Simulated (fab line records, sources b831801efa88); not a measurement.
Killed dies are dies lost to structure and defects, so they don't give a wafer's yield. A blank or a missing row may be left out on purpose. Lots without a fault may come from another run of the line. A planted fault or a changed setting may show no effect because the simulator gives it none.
fab line records | flow sky130
record lots=5 wafers=15 last_day=49
route steps=708 shown LDD_HVP@280 LDD_LDN@289 SPACER@304 POLY_CUT@307 SD_P@320
lots that met no fault: from a run of the same line without faults
start_h: hours from the record's first day to the start of the lot's first wafer shown | wait_h: hours since the lot's step before | " the same as in the row above | L1.1+2: a row that stands for several wafers | - no value, or no start given | * or withheld: withheld | < > ~ a bound
route shown NAME@n: a module of which the file shows steps, and the number in the route of the first | usual: mean/standard deviation of fault-free wafers | same: alike in all rows | chamber/n: place in a boat | sites: the reading at each site | _std_site: their standard deviation | _edge_site: outer sites' mean less inner sites' | radius_mm: how far each site lies from the wafer's centre | mask NAME#n: copy n | behind: the tool/chamber that last shaped the wafer | hold: why the lot was held/for how many hours/how that ended | device: the transistor (n, p or np) that didn't switch | end of line: the same wafers' tests at the end of the route | a step without rows: its recipe alone | killed: dies lost to structure and defects at the first sort, not the wafer's yield | map: a wafer's dies, x killed, . not, _ none there
set.NAME: the setting as run; set.NAME@STEP: as run at that earlier step | model.NAME: the simulator's own value behind a step, which no gauge read
lots at some steps of the route; a table a step, a row a wafer
services: from which hour (start_h, from the record's first day; less than 0 if before it) a tool's chamber was out of use, for how many hours, and why
## steps
# step SKY_LDD_HVP_COAT_02
# recipe resist=NOVOLAK spin_rpm=3000 resist_thk_nm=300
# columns lot.wafer tool chamber start_h wait_h
L076.3+5+6 litho_track-01 0 501.83 0.1
L077.1+3+6 litho_track-04 0 509.27 0.1
L078.3+4+6 litho_track-01 0 509.53 0.1
L093.2+4+5 litho_track-01 0 653.86 0.1
L095.2+3+5 litho_track-01 0 654.81 0.1
# step SKY_LDD_HVP_SOFTBAKE_03
# recipe temp_c=90 time_s=60 resist=NOVOLAK
# columns lot.wafer tool chamber start_h wait_h
L076.3+5+6 litho_track-01 0 501.98 0.1
L077.1+3+6 litho_track-04 0 509.42 0.1
L078.3+4+6 litho_track-01 0 509.68 0.1
L093.2+4+5 litho_track-01 0 654.01 0.1
L095.2+3+5 litho_track-01 0 654.96 0.1
# step SKY_LDD_HVP_EXPOSE_04
# recipe mask_id=HVPTM na=0.6 source_shape=conventional sigma_outer=0.6 polarization=unpolarized target_cd_nm=700 dose_mj=86
# same na=0.6
# columns lot.wafer tool chamber start_h wait_h mask
L076.3+5+6 iline_stepper-02 0 - - HVPTM#0
L077.1+3+6 iline_stepper-02 0 - - HVPTM#0
L078.3+4+6 iline_stepper-01 0 - - HVPTM#0
L093.2+4+5 iline_stepper-02 0 - - HVPTM#0
L095.2+3+5 iline_stepper-02 0 - - HVPTM#0
# step SKY_LDD_HVP_PEB_05
# recipe temp_c=withheld time_s=* resist=NOVOLAK
# columns lot.wafer tool chamber start_h wait_h
L076.3+5+6 litho_track-01 0 - -
L077.1+3+6 litho_track-01 0 - -
L078.3+4+6 litho_track-02 0 - -
L093.2+4+5 litho_track-01 0 - -
L095.2+3+5 litho_track-04 0 - -
# step SKY_LDD_HVP_DEVELOP_06
# recipe resist=NOVOLAK developer=TMAH develop_time_s=60 dev_temp_c=23
# columns lot.wafer tool chamber start_h wait_h
L076.3+5+6 litho_track-01 0 517.14 0.1
L077.1+3+6 litho_track-01 0 524.43 0.1
L078.3+4+6 litho_track-02 0 524.55 0.1
L093.2+4+5 litho_track-01 0 668.86 0.1
L095.2+3+5 litho_track-04 0 669.50 0.1
# step SKY_LDD_HVP_OVL_MEAS_07
# usual LDD_HVP_OVL=-0.5/1.2
# columns lot.wafer tool chamber start_h wait_h LDD_HVP_OVL[nm]
L076.3 overlay-02 - 517.25 0.1 -0.5
L076.5 " - " " -0.5
L076.6 " - " " -0.7
L077.1 overlay-02 - 524.58 0.1 -1.3
L077.3 " - " " -1.1
L077.6 " - " " -1.7
L078.3 overlay-01 - 524.67 0.1 -1.6
L078.4 " - " " 0.3
L078.6 " - " " -0.8
L093.2 overlay-01 - 668.99 0.1 -0.4
L093.4 " - " " -1.1
L093.5 " - " " -2.9
L095.2 overlay-01 - 669.63 0.1 -1.3
L095.3 " - " " -2.0
L095.5 " - " " -1.3
# step SKY_LDD_HVP_IMPLANT_08
# recipe species=B energy_kev=20 dose_cm2=1.7e+13 tilt_deg=17.9
# columns lot.wafer tool chamber start_h wait_h
L076.3+5+6 implanter-03 0 517.32 0.1
L077.1+3+6 implanter-02 0 524.62 0.0
L078.3+4+6 implanter-04 0 524.74 0.1
L093.2+4+5 implanter-02 0 669.05 0.0
L095.2+3+5 implanter-03 0 669.68 0.0
# step SKY_LDD_HVP_STRIP_09
# recipe chemistry=O2/N2 power_w=1400 pressure_mtorr=1500 platen_temp_c=withheld o2_flow_sccm=3000 n2_flow_sccm=300 overash_fraction=0.5
# usual drypump_motor_current_A=5.8/0.45 oes_product_au=0.408/0.0045 strip_time_to_endpoint_s=4.144/0.015
# columns lot.wafer tool chamber start_h wait_h drypump_motor_current_A oes_product_au rf_hours_counter_h strip_time_to_endpoint_s
L076.3 plasma_asher-03 1 517.45 0.1 5.6 0.411 - 4.149
L076.5 " 1 " " 5.6 0.403 - 4.120
L076.6 " 0 " " 6.5 0.411 - 4.152
L077.1 plasma_asher-01 0 524.77 0.1 5.3 0.406 10 4.183
L077.3 " 1 " " 6.4 0.415 - 4.166
L077.6 " 0 " " 5.3 0.418 - 4.141
L078.3 plasma_asher-03 1 524.87 0.1 5.6 0.408 - 4.148
L078.4 " 0 " " 6.5 0.407 - 4.143
L078.6 " 0 " " 6.5 0.415 - 4.127
L093.2 plasma_asher-01 1 669.17 0.1 6.3 0.399 24 4.131
L093.4 " 0 " " 5.3 0.401 - 4.150
L093.5 " 0 " " 5.3 0.406 - 4.124
L095.2 plasma_asher-01 1 669.81 0.1 6.3 0.406 25 4.130
L095.3 " 0 " " 5.3 0.412 - 4.132
L095.5 " 1 " " 6.3 0.409 - 4.126
# step SKY_LDD_HVP_TW_MEAS_10
# usual LDD_HVP_TW=456/5.4
# columns lot.wafer tool chamber start_h wait_h LDD_HVP_TW
L076.3 film_metro-04 - 517.54 0.1 453
L076.5 " - " " 452
L076.6 " - " " 451
L077.1 film_metro-03 - 524.87 0.1 461
L077.3 " - " " 463
L077.6 " - " " 463
L078.3 film_metro-01 - 524.96 0.1 450
L078.4 " - " " 453
L078.6 " - " " 453
L093.2 film_metro-04 - 669.28 0.1 451
L093.4 " - " " 452
L093.5 " - " " 452
L095.2 film_metro-04 - 669.92 0.1 452
L095.3 " - " " 454
L095.5 " - " " 452
# step SKY_LDD_LDN_DEHYDRATE_00
# recipe temp_c=200 time_s=60
# columns lot.wafer tool chamber start_h wait_h
L076.3+5+6 litho_track-03 0 531.12 13.6
L077.1+3+6 litho_track-04 0 539.22 14.3
L078.3+4+6 litho_track-03 0 539.77 14.8
L093.2+4+5 litho_track-02 0 682.78 13.5
L095.2+3+5 litho_track-03 0 683.55 13.6
# step SKY_LDD_LDN_HMDS_01
# recipe prime_time_s=60 prime_temp_c=120
# columns lot.wafer tool chamber start_h wait_h
L076.3+5+6 litho_track-03 0 531.27 0.1
L077.1+3+6 litho_track-04 0 539.37 0.1
L078.3+4+6 litho_track-03 0 539.92 0.1
L093.2+4+5 litho_track-02 0 682.93 0.1
L095.2+3+5 litho_track-03 0 683.70 0.1
# step SKY_LDD_LDN_COAT_02
# recipe resist=NOVOLAK spin_rpm=3000 resist_thk_nm=1140
# columns lot.wafer tool chamber start_h wait_h
L076.3+5+6 litho_track-03 0 531.42 0.1
L077.1+3+6 litho_track-04 0 539.52 0.1
L078.3+4+6 litho_track-03 0 540.07 0.1
L093.2+4+5 litho_track-02 0 683.08 0.1
L095.2+3+5 litho_track-03 0 683.85 0.1
# step SKY_LDD_LDN_SOFTBAKE_03
# recipe temp_c=90 time_s=60 resist=NOVOLAK
# columns lot.wafer tool chamber start_h wait_h
L076.3+5+6 litho_track-03 0 531.57 0.1
L077.1+3+6 litho_track-04 0 539.67 0.1
L078.3+4+6 litho_track-03 0 540.22 0.1
L093.2+4+5 litho_track-02 0 683.23 0.1
L095.2+3+5 litho_track-03 0 684.00 0.1
# step SKY_LDD_LDN_EXPOSE_04
# recipe mask_id=LDNTM na=0.6 source_shape=conventional sigma_outer=0.6 polarization=unpolarized target_cd_nm=700 dose_mj=140
# same na=0.6
# columns lot.wafer tool chamber start_h wait_h mask
L076.3+5+6 iline_stepper-01 0 - - LDNTM#0
L077.1+3+6 iline_stepper-01 0 - - LDNTM#0
L078.3+4+6 iline_stepper-02 0 - - LDNTM#0
L093.2+4+5 iline_stepper-01 0 - - LDNTM#0
L095.2+3+5 iline_stepper-01 0 - - LDNTM#0
# step SKY_LDD_LDN_PEB_05
# recipe temp_c=withheld time_s=* resist=NOVOLAK
# columns lot.wafer tool chamber start_h wait_h
L076.3+5+6 litho_track-03 0 - -
L077.1+3+6 litho_track-03 0 - -
L078.3+4+6 litho_track-02 0 - -
L093.2+4+5 litho_track-03 0 - -
L095.2+3+5 litho_track-02 0 - -
# step SKY_LDD_LDN_DEVELOP_06
# recipe resist=NOVOLAK developer=TMAH develop_time_s=60 dev_temp_c=23
# columns lot.wafer tool chamber start_h wait_h
L076.3+5+6 litho_track-03 0 546.22 0.1
L077.1+3+6 litho_track-03 0 554.07 0.1
L078.3+4+6 litho_track-02 0 554.25 0.1
L093.2+4+5 litho_track-03 0 697.55 0.1
L095.2+3+5 litho_track-02 0 698.03 0.1
# step SKY_LDD_LDN_OVL_MEAS_07
# usual LDD_LDN_OVL=-0.5/1.5
# columns lot.wafer tool chamber start_h wait_h LDD_LDN_OVL[nm]
L076.3 overlay-01 - 546.34 0.1 -0.6
L076.5 " - " " 2.3
L076.6 " - " " 0.1
L077.1 overlay-02 - 554.22 0.1 -1.7
L077.3 " - " " -1.2
L077.6 " - " " 2.5
L078.3 overlay-02 - 554.37 0.1 -1.2
L078.4 " - " " -1.2
L078.6 " - " " -0.1
L093.2 overlay-02 - 697.68 0.1 0.2
L093.4 " - " " 0.8
L093.5 " - " " -1.7
L095.2 overlay-01 - 698.16 0.1 -2.2
L095.3 " - " " 0.5
L095.5 " - " " 0.5
# step SKY_LDD_LDN_IMPLANT_08
# recipe species=As energy_kev=15 dose_cm2=1.25e+13 tilt_deg=withheld rotation_deg=23
# columns lot.wafer tool chamber start_h wait_h
L076.3+5+6 implanter-03 0 546.41 0.1
L077.1+3+6 implanter-01 0 554.26 0.0
L078.3+4+6 implanter-03 0 554.44 0.1
L093.2+4+5 implanter-02 0 697.74 0.0
L095.2+3+5 implanter-03 0 698.22 0.0
# step SKY_LDD_LDN_IMPLANT_09
# recipe species=As energy_kev=15 dose_cm2=1.25e+13 tilt_deg=withheld rotation_deg=113
# columns lot.wafer tool chamber start_h wait_h
L076.3+5+6 implanter-03 0 546.56 0.1
L077.1+3+6 implanter-01 0 554.41 0.1
L078.3+4+6 implanter-03 0 554.59 0.1
L093.2+4+5 implanter-02 0 697.89 0.1
L095.2+3+5 implanter-03 0 698.37 0.1
# step SKY_LDD_LDN_IMPLANT_10
# recipe species=As energy_kev=15 dose_cm2=1.25e+13 tilt_deg=withheld rotation_deg=203
# columns lot.wafer tool chamber start_h wait_h
L076.3+5+6 implanter-03 0 546.71 0.1
L077.1+3+6 implanter-01 0 554.56 0.1
L078.3+4+6 implanter-03 0 554.74 0.1
L093.2+4+5 implanter-02 0 698.04 0.1
L095.2+3+5 implanter-03 0 698.52 0.1
# step SKY_LDD_LDN_IMPLANT_11
# recipe species=As energy_kev=15 dose_cm2=1.25e+13 tilt_deg=withheld rotation_deg=293
# columns lot.wafer tool chamber start_h wait_h
L076.3+5+6 implanter-03 0 546.86 0.1
L077.1+3+6 implanter-01 0 554.71 0.1
L078.3+4+6 implanter-03 0 554.89 0.1
L093.2+4+5 implanter-02 0 698.19 0.1
L095.2+3+5 implanter-03 0 698.67 0.1
# step SKY_LDD_LDN_STRIP_12
# recipe chemistry=O2/N2 power_w=1400 pressure_mtorr=1500 platen_temp_c=withheld o2_flow_sccm=3000 n2_flow_sccm=300 overash_fraction=0.5
# usual drypump_motor_current_A=5.6/0.41 oes_product_au=0.715/0.0049 strip_time_to_endpoint_s=14.20/0.042
# columns lot.wafer tool chamber start_h wait_h drypump_motor_current_A oes_product_au rf_hours_counter_h strip_time_to_endpoint_s
L076.3 plasma_asher-04 1 546.99 0.1 5.1 0.703 - 14.09
L076.5 " 0 " " 5.8 0.721 - 14.14
L076.6 " 1 " " 5.1 0.713 - 14.15
L077.1 plasma_asher-04 0 554.86 0.1 5.8 0.717 91 14.22
L077.3 " 1 " " 5.1 0.720 - 14.23
L077.6 " 1 " " 5.1 0.712 - 14.23
L078.3 plasma_asher-01 0 555.02 0.1 5.3 0.714 - 14.16
L078.4 " 1 " " 6.3 0.718 - 14.15
L078.6 " 0 " " 5.3 0.719 - 14.15
L093.2 plasma_asher-01 1 698.31 0.1 6.3 0.715 28 14.28
L093.4 " 0 " " 5.3 0.718 - 14.31
L093.5 " 0 " " 5.3 0.708 - 14.26
L095.2 plasma_asher-02 0 698.79 0.1 5.9 0.707 54 14.19
L095.3 " 1 " " 5.3 0.719 - 14.19
L095.5 " 0 " " 5.9 0.712 - 14.21
# step SKY_LDD_LDN_TW_MEAS_13
# usual LDD_LDN_TW=1474/20
# columns lot.wafer tool chamber start_h wait_h LDD_LDN_TW
L076.3 film_metro-02 - 547.08 0.1 1449
L076.5 " - " " 1461
L076.6 " - " " 1449
L077.1 film_metro-03 - 554.96 0.1 1511
L077.3 " - " " 1508
L077.6 " - " " 1507
L078.3 film_metro-04 - 555.11 0.1 1465
L078.4 " - " " 1460
L078.6 " - " " 1467
L093.2 film_metro-03 - 698.42 0.1 1503
L093.4 " - " " 1501
L093.5 " - " " 1499
L095.2 film_metro-02 - 698.90 0.1 1463
L095.3 " - " " 1455
L095.5 " - " " 1457
# step SKY_LDD_LDN_CLEAN_14
# recipe chemistry=SC1/SC2 mix=1:4:20 temp_c=70 time_s=150 dry=n2_spin
# columns lot.wafer tool chamber start_h wait_h
L076.3+5+6 wet_bench-04 1 547.12 0.0
L077.1+3+6 wet_bench-04 2 555.02 0.1
L078.3+4+6 wet_bench-02 0 555.15 0.0
L093.2+4+5 wet_bench-01 0 698.47 0.0
L095.2+3+5 wet_bench-04 1 698.95 0.0
# step SKY_SPACER_CVD_00
# recipe material=Si3N4 precursor=DCS/NH3 target_thk_nm=43.1 temp_c=770 time_s=740 pressure_mtorr=250
# columns lot.wafer tool chamber start_h wait_h
L076.3+5+6 lpcvd-02 0 547.17 0.0
L077.1+3+6 lpcvd-02 1 555.08 0.0
L078.3+4+6 lpcvd-02 1 556.28 1.1
L093.2+4+5 lpcvd-02 0 699.01 0.5
L095.2+3+5 lpcvd-02 1 699.01 0.0
# step SKY_SPACER_THK_MEAS_01
# recipe reads=Si3N4_of_SPACER_CVD_00
# usual SPACER_CVD_00_THK=42.9/0.39
# columns lot.wafer tool chamber start_h wait_h SPACER_CVD_00_THK[nm]
L076.3 film_metro-04 - 548.40 0.0 42.6
L076.5 " - " " 42.1
L076.6 " - " " 42.7
L077.1 film_metro-04 - 556.28 0.0 43.2
L077.3 " - " " 43.0
L077.6 " - " " 43.2
L078.3 film_metro-04 - 557.51 0.0 43.1
L078.4 " - " " 43.4
L078.6 " - " " 42.8
L093.2 film_metro-01 - 700.22 0.0 42.8
L093.4 " - " " 42.8
L093.5 " - " " 42.9
L095.2 film_metro-02 - 700.22 0.0 43.1
L095.3 " - " " 43.2
L095.5 " - " " 43.3
# step SKY_SPACER_ETCHBACK_02
# recipe chemistry=CH3F/O2 target=Si3N4 stop_on=SiO2 source_w=400 bias_w=80 pressure_mtorr=25 ch3f_flow_sccm=40 O2_flow_sccm=30 time_s=46.7 target_depth_a=450
# usual drypump_motor_current_A=5.9/0.35 oes_product_au=0.852/0.0059 throttle_valve_pct=10.561/0.009
# columns lot.wafer tool chamber start_h wait_h drypump_motor_current_A oes_product_au rf_hours_counter_h throttle_valve_pct
L076.3 rie_diel-01 3 548.44 0.0 6.0 0.847 0 10.559
L076.5 " 1 " " 6.6 0.841 - 10.570
L076.6 " 2 " " 5.6 0.843 - 10.558
L077.1 rie_diel-01 1 556.34 0.1 6.6 0.854 0 10.557
L077.3 " 3 " " 6.0 0.856 0 10.569
L077.6 " 2 " " 5.6 0.858 - 10.563
L078.3 rie_diel-02 3 557.55 0.0 5.6 0.856 4 10.559
L078.4 " 0 " " 6.1 0.858 2 10.579
L078.6 " 1 " " 5.7 0.857 - 10.558
L093.2 rie_diel-01 0 700.27 0.0 6.0 0.848 1 10.564
L093.4 " 2 " " 5.6 0.844 15 10.574
L093.5 " 1 " " 6.6 0.850 - 10.534
L095.2 rie_diel-04 0 700.27 0.0 5.9 0.857 3 10.559
L095.3 " 2 " " 5.6 0.852 3 10.560
L095.5 " 1 " " 5.7 0.858 - 10.562
# step SKY_POLY_CUT_DEHYDRATE_00
# recipe temp_c=200 time_s=60
# columns lot.wafer tool chamber start_h wait_h
L076.3+5+6 litho_track-03 0 562.47 14.0
L077.1+3+6 litho_track-02 0 571.10 14.7
L078.3+4+6 litho_track-01 0 572.03 14.5
L093.2+4+5 litho_track-02 0 712.98 12.7
L095.2+3+5 litho_track-01 0 713.06 12.8
# step SKY_POLY_CUT_HMDS_01
# recipe prime_time_s=60 prime_temp_c=120
# columns lot.wafer tool chamber start_h wait_h
L076.3+5+6 litho_track-03 0 562.62 0.1
L077.1+3+6 litho_track-02 0 571.25 0.1
L078.3+4+6 litho_track-01 0 572.18 0.1
L093.2+4+5 litho_track-02 0 713.13 0.1
L095.2+3+5 litho_track-01 0 713.21 0.1
# step SKY_POLY_CUT_COAT_02
# recipe resist=BARC temp_c=withheld time_s=withheld spin_rpm=3000 resist_thk_nm=60
# columns lot.wafer tool chamber start_h wait_h
L076.3+5+6 litho_track-03 0 562.77 0.1
L077.1+3+6 litho_track-02 0 571.40 0.1
L078.3+4+6 litho_track-01 0 572.33 0.1
L093.2+4+5 litho_track-02 0 713.28 0.1
L095.2+3+5 litho_track-01 0 713.36 0.1
# step SKY_POLY_CUT_COAT_03
# recipe resist=KrF-thick spin_rpm=3000 resist_thk_nm=450
# columns lot.wafer tool chamber start_h wait_h
L076.3+5+6 litho_track-03 0 - -
L077.1+3+6 litho_track-02 0 - -
L078.3+4+6 litho_track-01 0 - -
L093.2+4+5 litho_track-02 0 - -
L095.2+3+5 litho_track-01 0 - -
# step SKY_POLY_CUT_SOFTBAKE_04
# recipe temp_c=100 time_s=90 resist=KrF-thick
# columns lot.wafer tool chamber start_h wait_h
L076.3+5+6 litho_track-03 0 - -
L077.1+3+6 litho_track-02 0 - -
L078.3+4+6 litho_track-01 0 - -
L093.2+4+5 litho_track-02 0 - -
L095.2+3+5 litho_track-01 0 - -
# step SKY_POLY_CUT_EXPOSE_05
# recipe mask_id=NPCM na=0.8 source_shape=annular sigma_inner=0.55 sigma_outer=0.85 target_cd_nm=270 dose_mj=32
# same na=0.8
# columns lot.wafer tool chamber start_h wait_h mask
L076.3+5+6 krf_scanner-01 0 - - NPCM#0
L077.1+3+6 krf_scanner-01 0 - - NPCM#0
L078.3+4+6 krf_scanner-01 0 - - NPCM#0
L093.2+4+5 krf_scanner-01 0 - - NPCM#0
L095.2+3+5 krf_scanner-01 0 - - NPCM#0
# step SKY_POLY_CUT_PEB_06
# recipe peb_temp_c=withheld peb_time_s=withheld resist=KrF-thick
# columns lot.wafer tool chamber start_h wait_h
L076.3+5+6 litho_track-02 0 - -
L077.1+3+6 litho_track-01 0 - -
L078.3+4+6 litho_track-02 0 - -
L093.2+4+5 litho_track-02 0 - -
L095.2+3+5 litho_track-03 0 - -
# step SKY_POLY_CUT_DEVELOP_07
# recipe develop_time_s=60 resist=KrF-thick dev_temp_c=21
# columns lot.wafer tool chamber start_h wait_h
L076.3+5+6 litho_track-02 0 - -
L077.1+3+6 litho_track-01 0 - -
L078.3+4+6 litho_track-02 0 - -
L093.2+4+5 litho_track-02 0 - -
L095.2+3+5 litho_track-03 0 - -
# step SKY_POLY_CUT_CD_MEAS_08
# recipe target_cd_nm=270
# usual cd_nm=270.6/1.4
# columns lot.wafer tool chamber start_h wait_h cd_nm
L076.3 cd_sem-01 - 578.89 - 270.5
L076.5 " - " " 272.1
L076.6 " - " " 271.1
L077.1 cd_sem-01 - 586.38 - 269.8
L077.3 " - " " 270.5
L077.6 " - " " 270.1
L078.3 cd_sem-01 - 586.89 - 272.4
L078.4 " - " " 270.1
L078.6 " - " " 271.4
L093.2 cd_sem-02 - 726.82 - 270.2
L093.4 " - " " 271.5
L093.5 " - " " 269.8
L095.2 cd_sem-02 - 727.29 - 271.5
L095.3 " - " " 270.3
L095.5 " - " " 271.8
# step SKY_POLY_CUT_OVL_MEAS_09
# usual POLY_CUT_OVL=0/5.4
# columns lot.wafer tool chamber start_h wait_h POLY_CUT_OVL[nm]
L076.3 overlay-02 - 578.99 0.1 -3
L076.5 " - " " 0
L076.6 " - " " -5
L077.1 overlay-02 - 586.50 0.1 6
L077.3 " - " " 0
L077.6 " - " " 7
L078.3 overlay-02 - 586.99 0.1 -3
L078.4 " - " " -8
L078.6 " - " " -3
L093.2 overlay-01 - 726.93 0.1 -5
L093.4 " - " " -3
L093.5 " - " " 2
L095.2 overlay-01 - 727.40 0.1 4
L095.3 " - " " -4
L095.5 " - " " 8
# step SKY_POLY_CUT_ETCH_10
# recipe chemistry=N2/H2 target=BARC ion_energy_ev=200 source_w=500 bias_w=100 pressure_mtorr=30 n2_flow_sccm=100 h2_flow_sccm=200 stop_on=SiO2 time_s=45.9 target_depth_a=600
# usual drypump_motor_current_A=5.8/0.42 oes_product_au=0.856/0.0046 throttle_valve_pct=13.224/0.0089
# columns lot.wafer tool chamber start_h wait_h drypump_motor_current_A oes_product_au rf_hours_counter_h throttle_valve_pct
L076.3 rie_diel-04 2 579.01 0.0 5.6 0.857 1 13.225
L076.5 " 2 " " 5.6 0.860 - 13.223
L076.6 " 1 " " 5.7 0.859 - 13.233
L077.1 rie_diel-03 3 586.54 0.0 4.9 0.856 5 13.218
L077.3 " 2 " " 5.7 0.857 5 13.219
L077.6 " 0 " " 5.4 0.853 - 13.219
L078.3 rie_diel-01 2 587.01 0.0 5.6 0.852 12 13.210
L078.4 " 0 " " 6.0 0.855 66 13.227
L078.6 " 2 " " 5.6 0.859 - 13.225
L093.2 rie_diel-04 0 726.96 0.0 5.9 0.854 3 13.236
L093.4 " 3 " " 5.9 0.859 0 13.231
L093.5 " 2 " " 5.6 0.852 - 13.226
L095.2 rie_diel-03 2 727.43 0.0 5.8 0.861 8 13.215
L095.3 " 0 " " 5.4 0.857 3 13.223
L095.5 " 3 " " 4.9 0.857 - 13.223
# step SKY_POLY_CUT_ETCH_11
# recipe target=Si3N4 chemistry=CF4/CH2F2/Ar stop_on=poly-Si source_w=600 bias_w=150 pressure_mtorr=40 cf4_flow_sccm=40 ch2f2_flow_sccm=20 Ar_flow_sccm=150 time_s=42.5 target_depth_a=600
# usual drypump_motor_current_A=5.8/0.42 oes_product_au=0.830/0.0062 throttle_valve_pct=14.994/0.0089
# columns lot.wafer tool chamber start_h wait_h drypump_motor_current_A oes_product_au rf_hours_counter_h throttle_valve_pct
L076.3 rie_diel-04 2 579.05 0.0 5.6 0.836 1 14.990
L076.5 " 2 " " 5.7 0.837 - 14.983
L076.6 " 1 " " 5.7 0.840 - 14.997
L077.1 rie_diel-03 3 586.58 0.0 4.9 0.837 5 14.998
L077.3 " 2 " " 5.7 0.836 5 14.988
L077.6 " 0 " " 5.3 0.836 - 14.989
L078.3 rie_diel-01 2 587.05 0.0 5.6 0.826 12 14.987
L078.4 " 0 " " 6.0 0.830 66 15.001
L078.6 " 2 " " 5.6 0.833 - 14.997
L093.2 rie_diel-04 0 727.00 0.0 5.9 0.821 3 14.987
L093.4 " 3 " " 5.9 0.824 0 15.002
L093.5 " 2 " " 5.6 0.836 - 14.983
L095.2 rie_diel-03 2 727.47 0.0 5.7 0.822 8 15.016
L095.3 " 0 " " 5.4 0.820 3 14.993
L095.5 " 3 " " 4.9 0.830 - 14.989
# step SKY_POLY_CUT_STRIP_12
# recipe chemistry=O2/N2 power_w=1400 pressure_mtorr=1500 platen_temp_c=withheld o2_flow_sccm=3000 n2_flow_sccm=300 overash_fraction=0.5
# usual drypump_motor_current_A=5.8/0.51 oes_product_au=0.453/0.0053 strip_time_to_endpoint_s=5.362/0.019
# columns lot.wafer tool chamber start_h wait_h drypump_motor_current_A oes_product_au rf_hours_counter_h strip_time_to_endpoint_s
L076.3 plasma_asher-03 0 579.13 0.1 6.5 0.453 - 5.325
L076.5 " 1 " " 5.6 0.447 - 5.303
L076.6 " 0 " " 6.5 0.450 - 5.341
L077.1 plasma_asher-03 1 586.62 0.0 5.5 0.450 82 5.357
L077.3 " 1 " " 5.5 0.450 - 5.354
L077.6 " 0 " " 6.5 0.454 - 5.358
L078.3 plasma_asher-03 0 587.13 0.1 6.5 0.446 - 5.344
L078.4 " 1 " " 5.6 0.452 - 5.349
L078.6 " 1 " " 5.6 0.454 - 5.334
L093.2 plasma_asher-03 1 727.04 0.0 5.6 0.456 96 5.370
L093.4 " 1 " " 5.6 0.463 - 5.357
L093.5 " 0 " " 6.5 0.450 - 5.353
L095.2 plasma_asher-01 1 727.51 0.0 6.4 0.456 31 5.366
L095.3 " 1 " " 6.4 0.458 - 5.369
L095.5 " 0 " " 5.3 0.453 - 5.375
# step SKY_SD_P_DEHYDRATE_00
# recipe temp_c=200 time_s=60
# columns lot.wafer tool chamber start_h wait_h
L076.3+5+6 litho_track-01 0 592.83 13.7
L077.1+3+6 litho_track-01 0 600.58 13.9
L078.3+4+6 litho_track-04 0 600.77 13.6
L093.2+4+5 litho_track-04 0 740.00 12.9
L095.2+3+5 litho_track-01 0 740.56 13.0
# step SKY_SD_P_HMDS_01
# recipe prime_time_s=60 prime_temp_c=120
# columns lot.wafer tool chamber start_h wait_h
L076.3+5+6 litho_track-01 0 592.98 0.1
L077.1+3+6 litho_track-01 0 600.73 0.1
L078.3+4+6 litho_track-04 0 600.92 0.1
L093.2+4+5 litho_track-04 0 740.15 0.1
L095.2+3+5 litho_track-01 0 740.71 0.1
# step SKY_SD_P_COAT_02
# recipe resist=NOVOLAK spin_rpm=3000 resist_thk_nm=1140
# columns lot.wafer tool chamber start_h wait_h
L076.3+5+6 litho_track-01 0 593.13 0.1
L077.1+3+6 litho_track-01 0 600.88 0.1
L078.3+4+6 litho_track-04 0 601.07 0.1
L093.2+4+5 litho_track-04 0 740.30 0.1
L095.2+3+5 litho_track-01 0 740.86 0.1
# step SKY_SD_P_SOFTBAKE_03
# recipe temp_c=90 time_s=60 resist=NOVOLAK
# columns lot.wafer tool chamber start_h wait_h
L076.3+5+6 litho_track-01 0 593.28 0.1
L077.1+3+6 litho_track-01 0 601.03 0.1
L078.3+4+6 litho_track-04 0 601.22 0.1
L093.2+4+5 litho_track-04 0 740.45 0.1
L095.2+3+5 litho_track-01 0 741.01 0.1
# step SKY_SD_P_EXPOSE_04
# recipe mask_id=PSDM na=0.6 source_shape=conventional sigma_outer=0.6 polarization=unpolarized target_cd_nm=380 dose_mj=138
# same na=0.6
# columns lot.wafer tool chamber start_h wait_h mask
L076.3+5+6 iline_stepper-02 0 - - PSDM#0
L077.1+3+6 iline_stepper-02 0 - - PSDM#0
L078.3+4+6 iline_stepper-01 0 - - PSDM#0
L093.2+4+5 iline_stepper-01 0 - - PSDM#0
L095.2+3+5 iline_stepper-01 0 - - PSDM#0
# step SKY_SD_P_PEB_05
# recipe temp_c=withheld time_s=* resist=NOVOLAK
# columns lot.wafer tool chamber start_h wait_h
L076.3+5+6 litho_track-01 0 - -
L077.1+3+6 litho_track-04 0 - -
L078.3+4+6 litho_track-01 0 - -
L093.2+4+5 litho_track-01 0 - -
L095.2+3+5 litho_track-04 0 - -
# step SKY_SD_P_DEVELOP_06
# recipe resist=NOVOLAK developer=TMAH develop_time_s=60 dev_temp_c=23
# columns lot.wafer tool chamber start_h wait_h
L076.3+5+6 litho_track-01 0 607.93 0.1
L077.1+3+6 litho_track-04 0 615.07 0.1
L078.3+4+6 litho_track-01 0 615.73 0.1
L093.2+4+5 litho_track-01 0 754.06 0.1
L095.2+3+5 litho_track-04 0 754.20 0.1
# step SKY_SD_P_CD_MEAS_07
# recipe target_cd_nm=380
# usual cd_nm=380/3.1
# columns lot.wafer tool chamber start_h wait_h cd_nm
L076.3 cd_sem-02 - 608.07 0.1 380
L076.5 " - " " 379
L076.6 " - " " 380
L077.1 cd_sem-02 - 615.22 0.1 378
L077.3 " - " " 379
L077.6 " - " " 380
L078.3 cd_sem-01 - 615.87 0.1 375
L078.4 " - " " 375
L078.6 " - " " 373
L093.2 cd_sem-02 - 754.21 0.1 378
L093.4 " - " " 377
L093.5 " - " " 382
L095.2 cd_sem-01 - 754.34 0.1 377
L095.3 " - " " 377
L095.5 " - " " 379
## services
# columns tool chamber start_h hours kind
implanter-02 - 478.30 2.0 repair
krf_scanner-01 - 480.53 1.8 repair
plasma_asher-01 - 500.83 1.7 repair
krf_scanner-01 - 507.17 1.3 pm
iline_stepper-02 - 521.48 4.4 pm
krf_scanner-01 - 525.78 10.1 repair
rie_diel-04 0 534.11 8.5 repair
krf_scanner-01 - 537.74 0.8 pm
implanter-02 - 550.75 3.8 pm
implanter-03 - 555.33 5.8 pm
iline_stepper-02 - 555.59 2.1 pm
implanter-02 - 556.28 1.0 repair
iline_stepper-02 - 559.46 1.7 pm
krf_scanner-01 - 564.47 1.0 pm
rie_diel-04 1 579.90 9.7 repair
implanter-02 - 580.55 14.0 repair
implanter-02 - 593.33 1.8 repair
plasma_asher-03 - 601.60 2.7 repair
iline_stepper-01 - 620.62 1.7 pm
implanter-02 - 625.91 4.8 repair
plasma_asher-03 - 641.69 2.8 pm
plasma_asher-01 - 686.82 2.7 repair
iline_stepper-01 - 718.21 2.1 pm
plasma_asher-03 - 746.18 2.1 repair
## key
fault none
